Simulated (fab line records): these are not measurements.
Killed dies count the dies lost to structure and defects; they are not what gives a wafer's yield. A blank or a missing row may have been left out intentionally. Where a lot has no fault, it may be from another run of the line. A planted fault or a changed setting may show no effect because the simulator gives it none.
One fault seen from 2 desks    flow gf180mcu    each desk holds nothing but its own numbers, with what lay behind them at the end

## THE TOOL OWNER'S DESK: implanter-04
The tool's own readings at GF_HV_LDD_IMPLANT_36, given as means over the sampled wafers that have a number, one for each lot that went through this tool. If a lot's mean is further than 4 standard deviations from the usual mean, the lot is out of limits and carries the mark OUT (the distance appears in the brackets).
Columns: A = dose_ions_cm2 at GF_HV_LDD_IMPLANT_36, usual 7.501e+12; B = faraday_current_uA at GF_HV_LDD_IMPLANT_36, usual 42.2
lot   first seen here  A                            B
L718  day 13 03:28     7.496e+12                    42.9
L725  day 15 13:02     7.514e+12                    41.5
L733  day 18 05:19     5.978e+12 (-99 or more) OUT  34.0 (-10) OUT
L735  day 18 21:42     5.968e+12 (-99 or more) OUT  33.6 (-11) OUT
Finding of this desk: L733, L735 out of limits; the first was L733 at day 18 05:19, on dose_ions_cm2 at GF_HV_LDD_IMPLANT_36. In limits: L718, L725.

## AT THE METROLOGY DESK
Lot by lot, what the gauges showed, no matter which tool ran the lot: averages of those sampled wafers that carry a number. If a lot's mean is further than 4 standard deviations from the usual mean, the lot is out of limits and carries the mark OUT (the distance appears in the brackets).
Columns: A = cd_nm at GF_POLY_GATE_CD_MEAS_18, usual 280.1 nm
lot   first seen here  A
L714  day 9 12:24      278.6
L715  day 9 18:42      278.7
L716  day 10 01:49     281.2
L717  day 10 09:03     278.6
L718  day 10 18:44     282.4
L719  day 11 00:09     278.7
L720  day 11 08:43     279.3
L721  day 11 15:23     280.3
L725  day 12 21:18     280.0
L728  day 13 18:04     280.8
L733  day 15 07:25     280.6
L735  day 15 23:40     279.0
L736  day 16 02:05     282.2
This desk found nothing out of limits on any of the 13 lots.

## ALL TOGETHER
An alarm could have come from the tool owner's desk at day 18 05:19, on L733, L735.
Metrology desk: nothing out of limits seen.
The metrology desk holds a record of L733, L735, inside its limits.
The lots listed all ran GF_HV_LDD_IMPLANT_36 on implanter-04.

## WHAT HAD BEEN PUT IN BY THE SIMULATOR
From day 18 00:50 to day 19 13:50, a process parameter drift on implanter-04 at GF_HV_LDD_IMPLANT_36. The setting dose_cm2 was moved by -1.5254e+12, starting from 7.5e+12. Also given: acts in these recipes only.
Shown lots that were struck: L733, L735.
Time in hours from fault onset to the first out-of-limits reading at each desk: the tool owner's desk, 4.
